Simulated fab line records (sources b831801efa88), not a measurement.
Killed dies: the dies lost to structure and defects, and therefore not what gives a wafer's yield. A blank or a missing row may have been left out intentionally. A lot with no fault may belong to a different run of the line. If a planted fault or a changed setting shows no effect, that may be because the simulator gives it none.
A lot that was struck, set against a sound lot -- flow gf180mcu -- 14 steps out of a route of 602
Sound: these wafers, L766.1, L766.3, L766.4. The struck wafers were L769.1, L769.2, L769.3. The cause is named last.
For every step that has rows: the tool of each side, followed by ch and its chambers, followed by its first start. Under that, the readings that differ: sound wafers -- struck wafers -- difference of the means -- sigmas: that difference in standard deviations of wafers without a fault.
alike: readings with means less than 2 such deviations apart, plus words and numbers identical on both sides. not compared: withheld readings, readings lacking a value on some wafer, bounds such as >300 that could conceal the same value, and numbers that have no deviation in the record and whose values overlap.
Wherever a step has rows on one side only, a row that says differs or no value, or a row with sigmas, the two part there. Numbers that don't overlap but have no deviation are shown without sigmas and don't part them. Lack of a reading on every wafer of one side parts them only where that side has two or more wafers.

first, 4 steps without rows for these wafers: GF_HV_LDD_IMPLANT_33; GF_HV_LDD_IMPLANT_34; GF_HV_LDD_IMPLANT_35; GF_HV_LDD_IMPLANT_36.
GF_HV_LDD_STRIP_37: strips in O2/N2.
  sound on plasmaAsher-01 ch 0,1, day 12 06:08; struck on plasmaAsher-01 ch 0,1, day 13 04:20
  alike: drypumpMotorCurrentA, heaterPowerW, oesProductAu, stripTimeToEndpointS
  not compared: rfHoursCounterH
GF_HV_LDD_TW_MEAS_38:
  sound: filmMetro-04 at day 12 06:14; struck: filmMetro-04 at day 13 04:26
  alike: HV_LDD_3_TW
then, 6 steps without rows for these wafers: GF_HV_LDD_DEHYDRATE_39 (time 60 s); GF_HV_LDD_HMDS_40 (prime time 60 s); GF_HV_LDD_COAT_41 (resist thk 1000 nm); GF_HV_LDD_SOFTBAKE_42 (time 60 s); GF_HV_LDD_EXPOSE_43 (exposes mask Pplus HV AREA, target cd 400 nm); GF_HV_LDD_PEB_44.
GF_HV_LDD_DEVELOP_45: develop time 60 s.
  struck on lithoTrack-01, day 14 00:17; sound on lithoTrack-04 ch 0, day 13 01:32
  no value came back on the struck wafers for chillPlateTempC (C), developTimeS (s); on the sound wafers chillPlateTempC (C) reads 22.87 22.98 22.99
GF_HV_LDD_CD_MEAS_46: target cd 400 nm.
  sound: cdSem-01 at day 13 01:41; struck: cdSem-01 at day 14 00:26
reading,sound,struck,difference,sigmas
cdNm (nm),401.5 400.5 401.9,- - -,no value on the struck wafers,

## WHERE THEY PART
Last at GF_HV_LDD_CD_MEAS_46 as far as this record goes, first at GF_HV_LDD_DEVELOP_45.

WHY: whatever the simulator had introduced
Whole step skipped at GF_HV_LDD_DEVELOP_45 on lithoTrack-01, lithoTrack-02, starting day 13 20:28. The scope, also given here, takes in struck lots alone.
